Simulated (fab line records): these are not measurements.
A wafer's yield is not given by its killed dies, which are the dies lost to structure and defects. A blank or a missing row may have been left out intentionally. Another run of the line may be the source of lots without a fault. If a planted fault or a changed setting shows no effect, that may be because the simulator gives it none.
Which tool was responsible? :: flow gf180mcu :: 72 wafers from 24 lots sampled at 3 of the route's 602 steps

## WHAT THE GAUGES READ, wafer by wafer
GF_STI_CD_MEAS_12 targets a cd of 220 nm.
lot: L074
measured: day 2 01:16
on: cdSem-02
cdNm (nm): 222.0 220.4 222.5

lot: L075
measured: day 2 05:41
on: cdSem-02
cdNm (nm): 220.4 219.7 219.8

lot: L076
measured: day 2 10:48
on: cdSem-02
cdNm (nm): 222.2 220.5 220.6

lot: L077
measured: day 2 15:59
on: cdSem-02
cdNm (nm): 219.1 220.5 220.4

lot: L078
measured: day 2 22:54
on: cdSem-01
cdNm (nm): 219.3 217.4 218.6

lot: L079
measured: day 3 03:00
on: cdSem-02
cdNm (nm): 218.1 218.9 219.6

lot: L080
measured: day 3 08:07
on: cdSem-02
cdNm (nm): 221.4 220.2 221.1

lot: L081
measured: day 3 13:08
on: cdSem-01
cdNm (nm): 219.3 219.1 220.9

lot: L082
measured: day 3 18:39
on: cdSem-02
cdNm (nm): 219.1 220.9 219.5

lot: L083
measured: day 3 23:29
on: cdSem-01
cdNm (nm): 220.7 220.7 221.5

lot: L084
measured: day 4 04:44
on: cdSem-01
cdNm (nm): 219.7 220.1 219.4

lot: L085
measured: day 4 11:56
on: cdSem-01
cdNm (nm): 220.1 218.7 220.0

lot: L086
measured: day 4 16:06
on: cdSem-02
cdNm (nm): 218.5 219.6 218.6

lot: L087
measured: day 4 21:55
on: cdSem-02
cdNm (nm): 221.2 220.5 222.4

lot: L088
measured: day 5 03:53
on: cdSem-01
cdNm (nm): 218.9 220.6 219.0

lot: L089
measured: day 5 07:53
on: cdSem-01
cdNm (nm): 219.8 220.1 218.0

lot: L090
measured: day 5 13:26
on: cdSem-01
cdNm (nm): 220.4 220.0 220.3

lot: L091
measured: day 5 17:04
on: cdSem-01
cdNm (nm): 220.0 220.0 220.9

lot: L092
measured: day 6 00:31
on: cdSem-01
cdNm (nm): 221.0 220.3 221.8

lot: L093
measured: day 6 05:41
on: cdSem-01
cdNm (nm): 220.2 220.1 220.0

lot: L094
measured: day 6 09:06
on: cdSem-01
cdNm (nm): 218.1 218.0 217.4

lot: L095
measured: day 6 13:47
on: cdSem-01
cdNm (nm): 223.0 221.8 221.3

lot: L096
measured: day 6 19:37
on: cdSem-02
cdNm (nm): 222.2 221.4 222.5

lot: L097
measured: day 7 00:25
on: cdSem-01
cdNm (nm): 221.2 220.5 220.3

GF_M1_RS_MEAS_05: uses a four-point probe to measure.
lot: L074
measured: day 16 00:08
on: filmMetro-03
M1_ALCU_RS (ohm/sq): 0.0698 0.0698 0.0703

lot: L075
measured: day 16 10:59
on: filmMetro-03
M1_ALCU_RS (ohm/sq): 0.0709 0.0711 0.0706

lot: L076
measured: day 16 17:46
on: filmMetro-03
M1_ALCU_RS (ohm/sq): 0.0696 0.0692 0.0701

lot: L077
measured: day 17 00:21
on: filmMetro-03
M1_ALCU_RS (ohm/sq): 0.0698 0.0699 0.0706

lot: L078
measured: day 17 15:29
on: filmMetro-04
M1_ALCU_RS (ohm/sq): 0.0693 0.0698 0.0700

lot: L079
measured: day 18 04:31
on: filmMetro-03
M1_ALCU_RS (ohm/sq): 0.0703 0.0693 0.0697

lot: L080
measured: day 18 11:02
on: filmMetro-04
M1_ALCU_RS (ohm/sq): 0.0703 0.0711 0.0697

lot: L081
measured: day 18 20:45
on: filmMetro-01
M1_ALCU_RS (ohm/sq): 0.0692 0.0693 0.0696

lot: L082
measured: day 19 17:52
on: filmMetro-04
M1_ALCU_RS (ohm/sq): 0.0705 0.0695 0.0695

lot: L083
measured: day 20 00:59
on: filmMetro-01
M1_ALCU_RS (ohm/sq): 0.0686 0.0683 0.0685

lot: L084
measured: day 20 01:28
on: filmMetro-03
M1_ALCU_RS (ohm/sq): 0.0697 0.0700 0.0701

lot: L085
measured: day 20 18:21
on: filmMetro-03
M1_ALCU_RS (ohm/sq): 0.0698 0.0700 0.0701

lot: L086
measured: day 20 17:34
on: filmMetro-01
M1_ALCU_RS (ohm/sq): 0.0698 0.0688 0.0683

lot: L087
measured: day 21 09:19
on: filmMetro-04
M1_ALCU_RS (ohm/sq): 0.0709 0.0708 0.0714

lot: L088
measured: day 21 18:37
on: filmMetro-04
M1_ALCU_RS (ohm/sq): 0.0697 0.0696 0.0696

lot: L089
measured: day 21 19:37
on: filmMetro-03
M1_ALCU_RS (ohm/sq): 0.0709 0.0718 0.0711

lot: L090
measured: day 22 05:59
on: filmMetro-01
M1_ALCU_RS (ohm/sq): 0.0701 0.0694 0.0700

lot: L091
measured: day 22 15:16
on: filmMetro-01
M1_ALCU_RS (ohm/sq): 0.0676 0.0686 0.0674

lot: L092
measured: day 23 00:13
on: filmMetro-04
M1_ALCU_RS (ohm/sq): 0.0705 0.0709 0.0700

lot: L093
measured: day 23 11:10
on: filmMetro-01
M1_ALCU_RS (ohm/sq): 0.0704 0.0705 0.0701

lot: L094
measured: day 23 08:51
on: filmMetro-04
M1_ALCU_RS (ohm/sq): 0.0697 0.0698 0.0696

lot: L095
measured: day 23 16:56
on: filmMetro-01
M1_ALCU_RS (ohm/sq): 0.0697 0.0693 0.0693

lot: L096
measured: day 23 21:44
on: filmMetro-01
M1_ALCU_RS (ohm/sq): 0.0705 0.0689 0.0701

lot: L097
measured: day 24 06:00
on: filmMetro-04
M1_ALCU_RS (ohm/sq): 0.0697 0.0693 0.0698

## WHAT TOOL EACH LOT RAN ON (gives the tool, then ch and the chambers of the sampled wafers, and finally the start)
lot: L074
GF_CONTACT_STRIP_18: plasmaAsher-02 ch 0,1, day 15 22:55

lot: L075
GF_CONTACT_STRIP_18: plasmaAsher-03 ch 0,1, day 16 09:39

lot: L076
GF_CONTACT_STRIP_18: plasmaAsher-03 ch 0,1, day 16 16:34

lot: L077
GF_CONTACT_STRIP_18: plasmaAsher-03 ch 0,1, day 16 23:09

lot: L078
GF_CONTACT_STRIP_18: plasmaAsher-03 ch 0,1, day 17 14:17

lot: L079
GF_CONTACT_STRIP_18: plasmaAsher-02 ch 0,1, day 18 03:17

lot: L080
GF_CONTACT_STRIP_18: plasmaAsher-03 ch 0, day 18 09:49

lot: L081
GF_CONTACT_STRIP_18: plasmaAsher-01 ch 0,1, day 18 19:34

lot: L082
GF_CONTACT_STRIP_18: plasmaAsher-02 ch 0,1, day 19 16:38

lot: L083
GF_CONTACT_STRIP_18: plasmaAsher-03 ch 0,1, day 19 23:47

lot: L084
GF_CONTACT_STRIP_18: plasmaAsher-01 ch 1, day 20 00:16

lot: L085
GF_CONTACT_STRIP_18: plasmaAsher-02 ch 0,1, day 20 17:08

lot: L086
GF_CONTACT_STRIP_18: plasmaAsher-02 ch 0,1, day 20 16:20

lot: L087
GF_CONTACT_STRIP_18: plasmaAsher-03 ch 0,1, day 21 08:07

lot: L088
GF_CONTACT_STRIP_18: plasmaAsher-01 ch 0,1, day 21 17:23

lot: L089
GF_CONTACT_STRIP_18: plasmaAsher-02 ch 0,1, day 21 18:25

lot: L090
GF_CONTACT_STRIP_18: plasmaAsher-01 ch 0,1, day 22 04:47

lot: L091
GF_CONTACT_STRIP_18: plasmaAsher-03 ch 0,1, day 22 14:02

lot: L092
GF_CONTACT_STRIP_18: plasmaAsher-03 ch 0,1, day 22 22:55

lot: L093
GF_CONTACT_STRIP_18: plasmaAsher-01 ch 0,1, day 23 09:50

lot: L094
GF_CONTACT_STRIP_18: plasmaAsher-03 ch 0,1, day 23 07:37

lot: L095
GF_CONTACT_STRIP_18: plasmaAsher-02 ch 0,1, day 23 15:35

lot: L096
GF_CONTACT_STRIP_18: plasmaAsher-02 ch 0,1, day 23 20:20

lot: L097
GF_CONTACT_STRIP_18: plasmaAsher-02 ch 0,1, day 24 04:47
- GF_CONTACT_STRIP_18: strips in O2/N2.

## WHAT THE TOOLS THEMSELVES READ (means of the sampled wafers that have a number; where no wafer has one, the mark that the record gives instead)
GF_CONTACT_STRIP_18.
lot: L074
tool: plasmaAsher-02
drypumpMotorCurrentA (A): 5.3
heaterPowerW (W): 319
oesProductAu (a.u.): 0.576
platenTempC (C): 250.08

lot: L075
tool: plasmaAsher-03
drypumpMotorCurrentA (A): 5.0
heaterPowerW (W): 370
oesProductAu (a.u.): 0.583
platenTempC (C): 250.10

lot: L076
tool: plasmaAsher-03
drypumpMotorCurrentA (A): 5.1
heaterPowerW (W): 374
oesProductAu (a.u.): 0.576
platenTempC (C): 249.84

lot: L077
tool: plasmaAsher-03
drypumpMotorCurrentA (A): 5.0
heaterPowerW (W): 353
oesProductAu (a.u.): 0.579
platenTempC (C): 249.78

lot: L078
tool: plasmaAsher-03
drypumpMotorCurrentA (A): 5.0
heaterPowerW (W): 371
oesProductAu (a.u.): 0.581
platenTempC (C): 249.92

lot: L079
tool: plasmaAsher-02
drypumpMotorCurrentA (A): 5.5
heaterPowerW (W): 330
oesProductAu (a.u.): 0.581
platenTempC (C): 250.00

lot: L080
tool: plasmaAsher-03
drypumpMotorCurrentA (A): 5.0
heaterPowerW (W): 335
oesProductAu (a.u.): 0.581
platenTempC (C): 249.96

lot: L081
tool: plasmaAsher-01
drypumpMotorCurrentA (A): 5.7
heaterPowerW (W): 349
oesProductAu (a.u.): 0.579
platenTempC (C): 249.86

lot: L082
tool: plasmaAsher-02
drypumpMotorCurrentA (A): 5.5
heaterPowerW (W): 327
oesProductAu (a.u.): 0.575
platenTempC (C): 250.07

lot: L083
tool: plasmaAsher-03
drypumpMotorCurrentA (A): 5.1
heaterPowerW (W): 371
oesProductAu (a.u.): 0.581
platenTempC (C): 250.03

lot: L084
tool: plasmaAsher-01
drypumpMotorCurrentA (A): 6.1
heaterPowerW (W): 355
oesProductAu (a.u.): 0.577
platenTempC (C): 249.95

lot: L085
tool: plasmaAsher-02
drypumpMotorCurrentA (A): 5.3
heaterPowerW (W): 317
oesProductAu (a.u.): 0.579
platenTempC (C): 249.85

lot: L086
tool: plasmaAsher-02
drypumpMotorCurrentA (A): 5.3
heaterPowerW (W): 316
oesProductAu (a.u.): 0.581
platenTempC (C): 249.92

lot: L087
tool: plasmaAsher-03
drypumpMotorCurrentA (A): 5.0
heaterPowerW (W): 373
oesProductAu (a.u.): 0.578
platenTempC (C): 249.85

lot: L088
tool: plasmaAsher-01
drypumpMotorCurrentA (A): 5.3
heaterPowerW (W): 339
oesProductAu (a.u.): 0.578
platenTempC (C): 250.14

lot: L089
tool: plasmaAsher-02
drypumpMotorCurrentA (A): 5.3
heaterPowerW (W): 321
oesProductAu (a.u.): 0.580
platenTempC (C): 250.02

lot: L090
tool: plasmaAsher-01
drypumpMotorCurrentA (A): 5.3
heaterPowerW (W): 339
oesProductAu (a.u.): 0.580
platenTempC (C): 249.96

lot: L091
tool: plasmaAsher-03
drypumpMotorCurrentA (A): 5.0
heaterPowerW (W): 357
oesProductAu (a.u.): 0.579
platenTempC (C): 249.97

lot: L092
tool: plasmaAsher-03
drypumpMotorCurrentA (A): 5.0
heaterPowerW (W): 348
oesProductAu (a.u.): 0.581
platenTempC (C): 249.98

lot: L093
tool: plasmaAsher-01
drypumpMotorCurrentA (A): 5.7
heaterPowerW (W): 346
oesProductAu (a.u.): 0.577
platenTempC (C): 250.16

lot: L094
tool: plasmaAsher-03
drypumpMotorCurrentA (A): 5.1
heaterPowerW (W): 373
oesProductAu (a.u.): 0.583
platenTempC (C): 249.91

lot: L095
tool: plasmaAsher-02
drypumpMotorCurrentA (A): 5.4
heaterPowerW (W): 327
oesProductAu (a.u.): 0.579
platenTempC (C): 249.85

lot: L096
tool: plasmaAsher-02
drypumpMotorCurrentA (A): 5.5
heaterPowerW (W): 331
oesProductAu (a.u.): 0.575
platenTempC (C): 249.88

lot: L097
tool: plasmaAsher-02
drypumpMotorCurrentA (A): 5.3
heaterPowerW (W): 321
oesProductAu (a.u.): 0.578
platenTempC (C): 250.15

## THE ANSWER, worked out from the rows above alone
Rule: what is usual is taken from the lots themselves. Put in order of their means at a reading, lots are off if they are a third of the lots or fewer, leave a main group of 4 or more, and stand apart from it by a gap of 3 or more times the standard deviation of the main group's means; of several such gaps the widest counts. Not used: any main group whose means are identical at the precision the tables above print for the reading. A lot without any number at a reading at which 4 lots or more have one is off too. The other lots that the step has rows for count as sound. First the gauges in route order, then the tools' own readings, where a lot's mean is used as printed above. At the first step where some lot is off, the reading lying furthest off is the one used; lots without a number count as furthest.
Across all readings shown, no lot is off: no conclusion can be drawn from this.

## WHAT WAS PUT IN BY THE SIMULATOR
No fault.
